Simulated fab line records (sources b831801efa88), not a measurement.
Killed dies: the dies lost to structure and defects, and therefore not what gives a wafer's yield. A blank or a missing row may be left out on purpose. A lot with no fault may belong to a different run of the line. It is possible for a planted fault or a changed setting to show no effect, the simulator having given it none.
A single fault, viewed from 2 desks / flow gf180mcu / only its own numbers are on each desk; what lay behind them is given at the end

## TOOL OWNER'S DESK, implanter-02
The tool's own readings at GF_NWELL_IMPLANT_08, given as means over the sampled wafers that have a number, one for each lot that went through this tool. If a lot's mean is further than 4 standard deviations from the usual mean, the lot is out of limits and carries the mark OUT (the distance appears in the brackets).
Columns: A = beam_energy_keV at GF_NWELL_IMPLANT_08, usual 449.99
lot=L145; first seen here=day 3 07:22; A=450.18
lot=L147; first seen here=day 3 21:13; A=449.99
lot=L148; first seen here=day 4 01:17; A=403.20 (-99 or more) OUT
lot=L149; first seen here=day 4 05:45; A=402.95 (-99 or more) OUT
lot=L151; first seen here=day 4 16:09; A=403.04 (-99 or more) OUT
lot=L165; first seen here=day 7 22:25; A=449.92
lot=L168; first seen here=day 8 13:11; A=450.01
This desk's verdict: out of limits on L148, L149, L151, starting with L148 at day 4 01:17 (beam_energy_keV at GF_NWELL_IMPLANT_08). L145, L147, L165, L168 stayed within limits.

## FROM THE METROLOGY DESK
Lot by lot, what the gauges showed, no matter which tool ran the lot: averages of those sampled wafers that carry a number. If a lot's mean is further than 4 standard deviations from the usual mean, the lot is out of limits and carries the mark OUT (the distance appears in the brackets).
Columns: A = STI_OXIDATION_01_THK at GF_STI_THK_MEAS_22, usual 15.20 nm; B = MVPSD_OVL at GF_MVPSD_OVL_MEAS_07, usual -0.6 nm; C = NWELL_RS at GF_VT_IMPLANT_RS_MEAS_47, usual 488.4 ohm/sq; D = LVPWELL_RS at GF_VT_IMPLANT_RS_MEAS_48, usual 1197.6 ohm/sq
lot=L145; first seen here=day 2 03:40; A=15.29; B=-1.4; C=486.3; D=1196.4
lot=L147; first seen here=day 2 13:39; A=15.31; B=0.8; C=489.8; D=1197.7
lot=L148; first seen here=day 2 20:23; A=15.27; B=2.4; C=498.4 (+8.3) OUT; D=1200.6
lot=L149; first seen here=day 3 00:24; A=15.10; B=-1.1; C=498.0 (+8.0) OUT; D=1200.7
lot=L150; first seen here=day 3 05:30; A=15.53; B=1.1; C=490.1; D=1202.5
lot=L151; first seen here=day 3 11:22; A=15.86; B=-3.7; C=497.4 (+7.5) OUT; D=1196.7
lot=L159; first seen here=day 5 03:55; A=15.20; B=1.9; C=489.0; D=1196.4
lot=L161; first seen here=day 5 14:25; A=14.98; B=-2.7; C=490.1; D=1199.4
lot=L162; first seen here=day 5 19:58; A=15.14; B=-1.2; C=489.2; D=1198.8
lot=L165; first seen here=day 6 12:20; A=14.60; B=0.6; C=487.8; D=1200.3
lot=L166; first seen here=day 6 15:00; A=14.98; B=-2.4; C=488.2; D=1193.0
lot=L168; first seen here=day 7 01:35; A=15.19; B=-1.2; C=488.7; D=1198.6
This desk reports L148, L149, L151 out of limits; the earliest was L148 at day 8 12:46 (NWELL_RS at GF_VT_IMPLANT_RS_MEAS_47). L145, L147, L150, L159, L161, L162, L165, L166, L168 stayed within limits.

## ALL TOGETHER
An alarm could have come from the tool owner's desk at day 4 01:17, on L148, L149, L151.
Metrology desk: alarm possible at day 8 12:46 on L148, L149, L151.
All the named lots went through GF_NWELL_IMPLANT_08 on implanter-02.

## WHAT THE SIMULATOR PUT IN
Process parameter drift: implanter-02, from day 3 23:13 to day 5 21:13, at GF_NWELL_IMPLANT_08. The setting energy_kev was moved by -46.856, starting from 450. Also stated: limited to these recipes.
Shown lots that were struck: L148, L149, L151.
Time in hours from fault onset to the first out-of-limits reading at each desk: tool owner's desk 2, metrology desk 110.
